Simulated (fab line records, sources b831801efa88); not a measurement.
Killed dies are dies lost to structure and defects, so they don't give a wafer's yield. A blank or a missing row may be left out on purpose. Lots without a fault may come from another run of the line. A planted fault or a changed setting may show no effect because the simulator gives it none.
Chamber matching | flow gf180mcu | GF_V5_CMP_04 on cmp-02: 4 sister chambers
The step polishes SiO2. 7 wafers are shown with their chamber, then 10 later ones without.

WAFERS WITH THEIR CHAMBER
wafer  | chamber | motor_current_A (A) | retaining_ring_pressure_frac
L979.2 | 3       | 12.5                | 0.999
L979.3 | 1       | 11.7                | 1.015
L982.2 | 3       | 13.1                | 0.999
L982.3 | 0       | 11.7                | 0.998
L982.5 | 2       | 11.0                | 0.996
L984.1 | 2       | 11.3                | 1.004
L984.4 | 1       | 11.9                | 0.995

WAFERS WITHOUT THEIR CHAMBER
wafer  | motor_current_A (A) | retaining_ring_pressure_frac
L984.6 | 11.9                | 0.994
L985.1 | 12.6                | 1.000
L985.2 | 10.9                | 0.997
L985.3 | 12.1                | 1.003
L986.1 | 12.5                | 0.995
L986.3 | 11.4                | 0.995
L986.5 | 11.2                | 1.003
L987.4 | 12.9                | 1.000
L987.5 | 10.9                | 0.997
L987.6 | 11.7                | 0.996

WHICH CHAMBER EACH WENT THROUGH
wafer  | from the rows above          | in truth
L984.6 | can't be placed: 0 or 1 or 2 | 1
L985.1 | 3                            | 3
L985.2 | can't be placed: 2 or 0      | 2
L985.3 | can't be placed: 1 or 0 or 3 | 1
L986.1 | can't be placed: 3 or 1 or 0 | 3
L986.3 | can't be placed: 2 or 0 or 1 | 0
L986.5 | can't be placed: 2 or 0 or 1 | 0
L987.4 | 3                            | 3
L987.5 | can't be placed: 2 or 0      | 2
L987.6 | can't be placed: 0 or 1 or 2 | 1
Placed correctly: 2 of 10. Can't be placed from these rows: 8 (the true chamber is among the candidates in 8). Placed wrongly: 0.
How it was worked out, from the rows above alone: a wafer's distance from a chamber is the root of the sum, over the readings, of the square of ((its reading less the chamber's mean) divided by the reading's scatter). The wafer belongs to the nearest chamber; if the next one is less than 2 further off, it can't be placed. A chamber's mean is the mean of its shown wafers. The scatter: the root of (the sum of the squares of (reading less its chamber's mean) over the shown wafers, divided by (wafers less chambers)).
